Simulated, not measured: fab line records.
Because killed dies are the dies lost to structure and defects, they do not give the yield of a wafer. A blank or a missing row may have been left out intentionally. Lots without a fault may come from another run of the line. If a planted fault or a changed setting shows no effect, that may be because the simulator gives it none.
One fault through the eyes of 2 desks    flow sky130    what lay behind the numbers comes last; until then each desk has only its own

AT THE TOOL OWNER'S DESK: implanter-03
For each lot that ran on this tool, the mean over its sampled wafers that have a number, from the tool's own readings at SKY_LDD_HVP_IMPLANT_08. If a lot's mean is further than 4 standard deviations from the usual mean, the lot is out of limits and carries the mark OUT (the distance appears in the brackets).
Columns: A = beam_energy_keV at SKY_LDD_HVP_IMPLANT_08, usual 20.001
lot   first seen here  A
L589  day 22 17:25     20.002
L594  day 25 00:25     24.718 (+99 or more) OUT
L595  day 25 05:43     24.728 (+99 or more) OUT
L605  day 28 12:58     20.001
L607  day 29 07:07     19.998
This desk's finding: out of limits on L594, L595; first on L594, day 25 00:25 (beam_energy_keV at SKY_LDD_HVP_IMPLANT_08). L589, L605, L607: within limits.

METROLOGY DESK
What the gauges read for every lot (on any tool): the sampled wafers with a number, averaged. If a lot's mean is further than 4 standard deviations from the usual mean, the lot is out of limits and carries the mark OUT (the distance appears in the brackets).
Columns: A = LDD_HVP_TW at SKY_LDD_HVP_TW_MEAS_10, usual 458.3; B = cd_nm at SKY_POLY_CUT_CD_MEAS_08, usual 269.7 nm; C = cd_nm at SKY_LI_CONTACT_CD_MEAS_12, usual 170.1 nm; D = LI_CONTACT_W_THK at SKY_LI_CONTACT_THK_MEAS_23, usual 405 nm
lot   first seen here  A                 B      C      D
L585  day 21 05:15     456.8             269.3  168.7  414
L587  day 21 23:10     459.9             270.1  168.3  406
L589  day 22 17:40     460.3             269.2  171.7  407
L594  day 25 00:40     480.1 (+8.1) OUT  269.0  169.8  408
L595  day 25 05:56     481.0 (+8.4) OUT  270.9  169.1  400
L598  day 26 18:33     454.0             270.2  170.6  406
L602  day 27 09:37     457.5             269.3  169.6  399
L600  day 27 11:31     457.0             269.4  170.9  402
L601  day 27 12:07     459.0             268.2  170.6  400
L604  day 28 01:27     460.2             269.3  171.2  410
L605  day 28 13:13     453.9             271.0  170.4  406
L606  day 28 22:24     460.3             272.2  169.1  406
L607  day 29 07:22     452.0             268.5  170.6  413
This desk's result: L594, L595 out of limits, first on L594 (LDD_HVP_TW at SKY_LDD_HVP_TW_MEAS_10), day 25 00:40. L585, L587, L589, L598, L602, L600, L601, L604, L605, L606, L607: within limits.

PUT TOGETHER
The tool owner's desk had the chance to raise an alarm at day 25 00:25 on L594, L595.
At day 25 00:40 the metrology desk could have sounded an alarm, on L594, L595.
The lots listed all ran SKY_LDD_HVP_IMPLANT_08 on implanter-03.

WHAT THE SIMULATOR HAD INSERTED
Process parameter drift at SKY_LDD_HVP_IMPLANT_08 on implanter-03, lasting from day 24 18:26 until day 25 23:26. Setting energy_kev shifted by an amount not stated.
Lots struck among those shown: L594, L595.
Hours from the fault's start to each desk's first reading out of limits: the tool owner's desk, 6; the metrology desk, 6.
